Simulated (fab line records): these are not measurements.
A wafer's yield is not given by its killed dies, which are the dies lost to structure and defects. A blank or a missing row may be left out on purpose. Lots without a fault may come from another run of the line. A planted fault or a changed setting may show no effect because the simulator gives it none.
One fault seen from 2 desks -- flow gf180mcu -- each desk holds nothing but its own numbers, with what lay behind them at the end

THE METROLOGY DESK
Lot by lot, what the gauges showed, no matter which tool ran the lot: averages of those sampled wafers that carry a number. Marked OUT: a lot whose mean sits more than 4 standard deviations from the usual mean, which makes it out of limits; the brackets give that distance.
Columns: A = POLY_GATE_OXIDATION_THK at GF_POLY_GATE_THK_MEAS_17, usual 4.00 nm
lot,first seen here,A
L971,day 9 13:16,4.00
L972,day 9 22:13,4.06
L977,day 11 12:07,3.93
L980,day 12 09:52,5.67 (+22) OUT
L981,day 12 18:06,5.75 (+23) OUT
L982,day 13 03:17,4.03
L983,day 13 10:19,4.02
L984,day 13 14:06,3.92
L987,day 14 14:55,3.95
L989,day 15 08:31,4.03
L993,day 16 08:22,4.01
This desk reports L980, L981 out of limits; the earliest was L980 at day 12 09:52 (POLY_GATE_OXIDATION_THK at GF_POLY_GATE_THK_MEAS_17). L971, L972, L977, L982, L983, L984, L987, L989, L993: within limits.

TOOL OWNER'S DESK, furnace-01
The tool's own readings at GF_POLY_GATE_OXIDATION_16 (stabilise 600 s, purge 300 s, target thk 4 nm): means of the sampled wafers that have a number, for each lot that ran on this tool. Marked OUT: a lot whose mean sits more than 4 standard deviations from the usual mean, which makes it out of limits; the brackets give that distance. It has 8 readings, of which 7 appear: the earliest out of limits, and the ones furthest out on some lot.
Columns: A = spike_tc_bottom_C at GF_POLY_GATE_OXIDATION_16, usual 867 C; B = spike_tc_centre_C at GF_POLY_GATE_OXIDATION_16, usual 849.5 C; C = spike_tc_lower_C at GF_POLY_GATE_OXIDATION_16, usual 850.8 C; D = spike_tc_top_C at GF_POLY_GATE_OXIDATION_16, usual 861.7 C; E = spike_tc_upper_C at GF_POLY_GATE_OXIDATION_16, usual 850.6 C; F = tube_center_temp_C at GF_POLY_GATE_OXIDATION_16, usual 850 C; G = tube_center_temp_C_max at GF_POLY_GATE_OXIDATION_16, usual 852.2
lot,first seen here,A,B,C,D,E,F,G
L980,day 12 08:36,888,879.4 (+21) OUT,880.0 (+27) OUT,888.0 (+15) OUT,879.0 (+28) OUT,878 (+99 or more) OUT,880.3 (+80) OUT
L981,day 12 16:51,889,879.1 (+21) OUT,879.3 (+26) OUT,887.1 (+15) OUT,879.1 (+28) OUT,878 (+99 or more) OUT,880.6 (+81) OUT
L993,day 16 07:07,861,849.9,851.4,860.2,849.8,850,852.0
This desk finds L980, L981 out of limits, L980 being first, at day 12 08:36 (spike_tc_centre_C at GF_POLY_GATE_OXIDATION_16). L993: within limits.

BROUGHT TOGETHER
An alarm could have come from the tool owner's desk at day 12 08:36, on L980, L981.
The metrology desk could have raised an alarm at day 12 09:52, on L980, L981.
GF_POLY_GATE_OXIDATION_16 was run on furnace-01 by each of the lots named.

WHAT THE SIMULATOR PUT IN
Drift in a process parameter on furnace-01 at GF_POLY_GATE_OXIDATION_16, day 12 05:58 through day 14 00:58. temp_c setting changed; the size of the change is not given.
Shown lots that were struck: L980, L981.
Counting hours from when the fault started, the first reading out of limits came at 3 for the tool owner's desk and at 4 for the metrology desk.
